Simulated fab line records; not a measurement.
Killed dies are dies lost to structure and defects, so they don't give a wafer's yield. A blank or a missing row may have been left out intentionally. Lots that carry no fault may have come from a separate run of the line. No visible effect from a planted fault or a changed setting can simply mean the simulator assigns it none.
Split-lot experiment + flow sfq line + on a route of 325 steps: 5 lots, 23 wafers read

THE SPLIT
At SFQ_TRILAYER_I0_VIA_LITHO_COAT_031 (resist thk 650 nm), the setting resist thk nm was moved away from the recipe's 650 nm on 7 of the 23 wafers read, by -5.8% to +5.1%. For the rest of the wafers, this setting stayed at what the recipe calls for.

FROM THE SPLIT TO THE READING: what the file shows between them, 3 steps
- SFQ_TRILAYER_I0_VIA_LITHO_SOFTBAKE_035
- SFQ_TRILAYER_I0_VIA_LITHO_EXPOSE_032: exposes mask I0, target cd 500 nm
- SFQ_TRILAYER_I0_VIA_LITHO_DEVELOP_033: time 60 s

THE READING
KrF_of_TRILAYER_I0_VIA_LITHO_COAT_031.thk nm (the simulator's own value, which no gauge read), in nm, at SFQ_TRILAYER_I0_VIA_BARC_OPEN_VIA_ETCH_046 (etches BARC in O2, target depth 125 nm, time 41.7 s). The file gives no usual value for it. The 16 wafers here that ran the recipe average 571.5 nm, standard deviation 1.8 nm.

| wafer  | tool, chamber at the split | resist thk nm as run, nm | against the recipe | KrF_of_TRILAYER_I0_VIA_LITHO_COAT_031.thk nm, nm | against lot-mates on the recipe |
|--------|----------------------------|--------------------------|--------------------|--------------------------------------------------|---------------------------------|
| L074.2 | litho track-01, 0          | 650                      | recipe             | 572.7                                            | -                               |
| L074.3 | litho track-01, 0          | 632.2                    | -2.7%              | 555.7                                            | -16.8                           |
| L074.4 | litho track-01, 0          | 632.2                    | -2.7%              | 555.7                                            | -16.8                           |
| L074.5 | litho track-01, 0          | 632.2                    | -2.7%              | 553.5                                            | -19.0                           |
| L074.6 | litho track-01, 0          | 650                      | recipe             | 572.3                                            | -                               |
| L078.1 | litho track-03, 0          | 650                      | recipe             | 569.5                                            | -                               |
| L078.3 | litho track-03, 0          | 650                      | recipe             | 573.9                                            | -                               |
| L078.4 | litho track-03, 0          | 612.4                    | -5.8%              | 534.1                                            | -37.1                           |
| L078.5 | litho track-03, 0          | 612.4                    | -5.8%              | 536.2                                            | -35.0                           |
| L078.6 | litho track-03, 0          | 650                      | recipe             | 570.3                                            | -                               |
| L079.1 | litho track-03, 0          | 650                      | recipe             | 570.8                                            | -                               |
| L079.2 | litho track-03, 0          | 650                      | recipe             | 570                                              | -                               |
| L079.3 | litho track-03, 0          | 650                      | recipe             | 568.9                                            | -                               |
| L079.5 | litho track-03, 0          | 650                      | recipe             | 568.8                                            | -                               |
| L079.6 | litho track-03, 0          | 650                      | recipe             | 570.3                                            | -                               |
| L081.2 | litho track-04, 0          | 650                      | recipe             | 574.4                                            | -                               |
| L081.3 | litho track-04, 0          | 650                      | recipe             | 571                                              | -                               |
| L081.6 | litho track-04, 0          | 650                      | recipe             | 570.5                                            | -                               |
| L084.1 | litho track-01, 0          | 650                      | recipe             | 573.8                                            | -                               |
| L084.2 | litho track-01, 0          | 650                      | recipe             | 573.2                                            | -                               |
| L084.3 | litho track-01, 0          | 650                      | recipe             | 573.5                                            | -                               |
| L084.4 | litho track-01, 0          | 682.9                    | +5.1%              | 603.9                                            | +30.4                           |
| L084.5 | litho track-01, 0          | 682.9                    | +5.1%              | 608.1                                            | +34.6                           |

FIT RESULTS
A straight line over all 23 wafers: KrF_of_TRILAYER_I0_VIA_LITHO_COAT_031.thk nm changes by +6.47 nm for each +1% of resist thk nm; r = +0.99; the points scatter about the line by 1.9 nm.
The same after taking each lot's own level away (the mean of its wafers on the recipe; 23 wafers): +6.34 nm for each +1%; r = +1.00; scatter 1.4 nm.
On that fit, the largest move of resist thk nm shifts the reading by 37 nm.
Measured against the standard deviation above, the lots' own levels, which go from 569.76 to 573.50 nm, span 2.0 times it.
Hence the lot-to-lot level has little effect on the slope; both slopes agree.
Check: with one of the wafers moved furthest among these (-5.8%) left out of the fit, the line predicts -36.4 nm for it against its lot-mates. It came out at -37.1 nm against them.

THE OTHER SPLITS THESE WAFERS WENT THROUGH
Other splits were also applied to these wafers ahead of the reading. Each is held against what the fit with the lots' levels taken away leaves over:
| other split on the same wafers              | wafers away from the commonest value | r with KrF_of_TRILAYER_I0_VIA_LITHO_COAT_031.thk nm (lot level and that fit taken away) |
|---------------------------------------------|--------------------------------------|-----------------------------------------------------------------------------------------|
| SFQ_TRILAYER_L0_DEP_SPUTTER_003 power w     | 9                                    | -0.14                                                                                   |
| SFQ_TRILAYER_L0_LITHO_COAT_005 spin rpm     | 7                                    | -0.19                                                                                   |
| SFQ_TRILAYER_L0_VIA_LITHO_COAT_013 spin rpm | 7                                    | -0.05                                                                                   |
| SFQ_TRILAYER_M0_LITHO_COAT_026 spin rpm     | 5                                    | -0.03                                                                                   |

THE WHOLE CHAIN: every reading that the file lists as answering this split, in the file's order
| step                                       | what it does                                        | reading                                                                                       | change (the file's fit)              | r (the file's) |
|--------------------------------------------|-----------------------------------------------------|-----------------------------------------------------------------------------------------------|--------------------------------------|----------------|
| SFQ_TRILAYER_I0_VIA_LITHO_COAT_031         | resist thk 650 nm                                   | KrF_of_TRILAYER_I0_VIA_LITHO_COAT_031.thk nm (the simulator's own value, which no gauge read) | +6.37 nm for each +1% of the setting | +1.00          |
| SFQ_TRILAYER_I0_VIA_BARC_OPEN_VIA_ETCH_046 | etches BARC in O2, target depth 125 nm, time 41.7 s | KrF_of_TRILAYER_I0_VIA_LITHO_COAT_031.thk nm (the simulator's own value, which no gauge read) | +6.33 nm for each +1% of the setting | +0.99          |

FILE'S OWN FIT
KrF_of_TRILAYER_I0_VIA_LITHO_COAT_031.thk nm changes by +6.33 nm for each +1% of resist thk nm, r = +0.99.
